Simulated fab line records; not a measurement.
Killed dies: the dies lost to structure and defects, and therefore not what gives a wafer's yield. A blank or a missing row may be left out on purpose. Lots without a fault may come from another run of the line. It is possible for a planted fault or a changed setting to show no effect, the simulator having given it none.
Lot-split experiment | flow sky130 | on a route of 708 steps: 5 lots, 23 wafers read

ABOUT THE SPLIT
At SKY_VIA3_SPUTTER_20 (material TiN, target thk 20 nm, time 80 s), the setting time-s was moved away from the recipe's 80 s on 6 of the 23 wafers read, by -9.7% to +11.0%. This setting was run at the recipe's value on the other wafers.

The reading comes from the split's own step.

THE READING
TiN_of_VIA3_SPUTTER_20.thk-nm (the simulator's own value, which no gauge read), in nm, at SKY_VIA3_SPUTTER_20 (material TiN, target thk 20 nm, time 80 s). The file gives no usual value for it. The 17 wafers here that ran the recipe average 19.73 nm, standard deviation 0.22 nm.

wafer  | tool, chamber at the split | time-s as run, s | against the recipe | TiN_of_VIA3_SPUTTER_20.thk-nm, nm | against lot-mates on the recipe
L074.1 | pvd-sputter-03, -          | 80               | recipe             | 19.91                             | -
L074.2 | pvd-sputter-03, -          | 80               | recipe             | 19.98                             | -
L074.3 | pvd-sputter-03, -          | 88.76            | +11.0%             | 21.88                             | +1.93
L074.4 | pvd-sputter-03, -          | 88.76            | +11.0%             | 22.2                              | +2.25
L074.6 | pvd-sputter-03, -          | 88.76            | +11.0%             | 22.11                             | +2.16
L076.2 | pvd-sputter-01, -          | 80               | recipe             | 19.84                             | -
L076.3 | pvd-sputter-01, -          | 80               | recipe             | 20.08                             | -
L076.4 | pvd-sputter-01, -          | 80               | recipe             | 19.66                             | -
L076.5 | pvd-sputter-01, -          | 80               | recipe             | 19.94                             | -
L076.6 | pvd-sputter-01, -          | 80               | recipe             | 19.88                             | -
L078.1 | pvd-sputter-03, -          | 80               | recipe             | 19.79                             | -
L078.2 | pvd-sputter-03, -          | 80               | recipe             | 19.61                             | -
L078.3 | pvd-sputter-03, -          | 80               | recipe             | 19.97                             | -
L078.4 | pvd-sputter-03, -          | 80               | recipe             | 19.67                             | -
L078.6 | pvd-sputter-03, -          | 80               | recipe             | 19.51                             | -
L080.2 | pvd-sputter-02, -          | 80               | recipe             | 19.4                              | -
L080.4 | pvd-sputter-02, -          | 80               | recipe             | 19.61                             | -
L080.6 | pvd-sputter-02, -          | 80               | recipe             | 19.73                             | -
L084.1 | pvd-sputter-03, -          | 72.2             | -9.7%              | 17.19                             | -2.18
L084.2 | pvd-sputter-03, -          | 72.2             | -9.7%              | 17.4                              | -1.98
L084.3 | pvd-sputter-03, -          | 72.2             | -9.7%              | 17.45                             | -1.93
L084.4 | pvd-sputter-03, -          | 80               | recipe             | 19.51                             | -
L084.6 | pvd-sputter-03, -          | 80               | recipe             | 19.24                             | -

FIT RESULTS
A straight line over all 23 wafers: TiN_of_VIA3_SPUTTER_20.thk-nm changes by +0.227 nm for each +1% of time-s; r = +0.98; the points scatter about the line by 0.22 nm.
The same after taking each lot's own level away (the mean of its wafers on the recipe; 23 wafers): +0.2 nm for each +1%; r = +0.99; scatter 0.14 nm.
On that fit, the largest move of time-s shifts the reading by 2.2 nm.
Measured against the standard deviation above, the lots' own levels, which go from 19.375 to 19.945 nm, span 2.6 times it.
So the lot-to-lot level changes the slope: the two fits differ.
Check: for one of the wafers moved furthest among these (+11.0%), held out of the fit, the line's prediction against its lot-mates is +2.24 nm. Against them it came out at +1.93 nm.

THESE WAFERS: OTHER SPLITS
Other splits were also applied to these wafers ahead of the reading. Each is held against what the fit with the lots' levels taken away leaves over:
other split on the same wafers     | wafers away from the commonest value | r with TiN_of_VIA3_SPUTTER_20.thk-nm (lot level and that fit taken away)
SKY_CAPM_SPUTTER_02 power-w        | 11                                   | +0.15
SKY_METAL3_EXPOSE_10 dose-mj       | 9                                    | -0.10
SKY_METAL3_ETCH_16 bias-w          | 11                                   | -0.17
SKY_VIA3_CMP_02 leave-above-ref-nm | 4                                    | -0.08
SKY_VIA3_SOFTBAKE_08 temp-c        | 11                                   | -0.16

FILE'S OWN FIT
TiN_of_VIA3_SPUTTER_20.thk-nm changes by +0.2 nm for each +1% of time-s, r = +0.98.
